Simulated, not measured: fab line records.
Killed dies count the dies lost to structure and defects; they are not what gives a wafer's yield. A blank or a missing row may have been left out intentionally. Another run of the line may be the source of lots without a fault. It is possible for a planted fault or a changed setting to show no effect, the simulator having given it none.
Shared-tool check -- flow gf180mcu -- Sampled: 12 lots, 36 wafers

## WHAT PROMPTED THE OPENING
At GF_PSD_RS_MEAS_14 the reading NSD_RS is flagged on 3 of 12 lots. Wafers without a fault read 46.10 ohm/sq, standard deviation 0.074.
Rule: flag the lot when none of its wafers has a number, or when each of its wafers that has one lies beyond 4 standard deviations from that mean. The other lots count as sound.

lot,measured,on,"NSD_RS (ohm/sq), wafer by wafer",flag
L902,day 15 06:22,film_metro-02,45.95 46.03 45.94,
L905,day 16 07:37,film_metro-02,44.17 44.35 44.34,FLAGGED
L906,day 16 12:22,film_metro-03,44.35 44.41 44.30,FLAGGED
L907,day 17 08:15,film_metro-04,44.36 44.30 44.30,FLAGGED
L914,day 19 09:09,film_metro-02,46.09 46.13 46.07,
L915,day 20 00:01,film_metro-02,46.02 46.11 46.14,
L916,day 20 07:07,film_metro-04,46.07 46.05 46.07,
L917,day 20 12:08,film_metro-02,46.06 45.88 46.03,
L920,day 21 08:59,film_metro-02,46.13 46.03 46.07,
L919,day 21 11:58,film_metro-02,46.07 46.16 46.11,
L921,day 21 15:08,film_metro-02,46.11 46.08 46.12,
L922,day 21 23:58,film_metro-04,46.08 46.14 46.05,
The numbers of the flagged lots are 44.32 ohm/sq on average: -1.78 ohm/sq against the usual, or -24 standard deviations.

## TOOL THAT RAN EACH LOT
The record holds 1 process step before the reading, out of a route of 602 steps. Every cell lists first the tool, next ch and the chambers used by the sampled wafers, and last the start.
lot,flag,GF_PSD_RTA_13
L902,,"rtp_anneal-01 ch 0, day 15 06:16"
L905,FLAGGED,"rtp_anneal-01 ch 0, day 16 07:32"
L906,FLAGGED,"rtp_anneal-01 ch 0, day 16 12:17"
L907,FLAGGED,"rtp_anneal-01 ch 0, day 17 08:05"
L914,,"rtp_anneal-02 ch 0, day 19 09:04"
L915,,"rtp_anneal-01 ch 0, day 19 23:55"
L916,,"rtp_anneal-01 ch 0, day 20 07:02"
L917,,"rtp_anneal-02 ch 0, day 20 12:02"
L920,,"rtp_anneal-01 ch 0, day 21 08:55"
L919,,"rtp_anneal-02 ch 0, day 21 11:53"
L921,,"rtp_anneal-02 ch 0, day 21 15:03"
L922,,"rtp_anneal-02 ch 0, day 21 23:53"
What the steps here do:
- GF_PSD_RTA_13: time 20 s.
- GF_PSD_RS_MEAS_14: measures by four-point-probe.

## FLAGGED OVER TOTAL, TOOL BY TOOL (the gauges that took the reading come last)
step,tool,lots run,flagged,share of the flagged lots,sound lots run after its first flagged lot
GF_PSD_RTA_13,rtp_anneal-01,7,3,all,"3 (L915,L916,L920)"
GF_PSD_RTA_13,rtp_anneal-02,5,0,none,-
GF_PSD_RS_MEAS_14,film_metro-02,8,1,some,"6 (L914,L915,L917,L920,L919,L921)"
GF_PSD_RS_MEAS_14,film_metro-03,1,1,some,0
GF_PSD_RS_MEAS_14,film_metro-04,3,1,some,"2 (L916,L922)"

## WHAT THE TABLE PERMITS
1 row of the table ran every flagged lot: rtp_anneal-01 at GF_PSD_RTA_13.
- rtp_anneal-01 at GF_PSD_RTA_13: 3 of its 7 lots flagged. Sound lots followed the first flagged one (L915, L916, L920) on it, something a lasting fault affecting the whole tool could not allow. Its own readings lie more than 4 standard deviations out on every wafer of the flagged lots: run_length_s.
No row of the table ran every flagged lot and no sound lot after the first.

## WHAT THE SIMULATOR PUT IN
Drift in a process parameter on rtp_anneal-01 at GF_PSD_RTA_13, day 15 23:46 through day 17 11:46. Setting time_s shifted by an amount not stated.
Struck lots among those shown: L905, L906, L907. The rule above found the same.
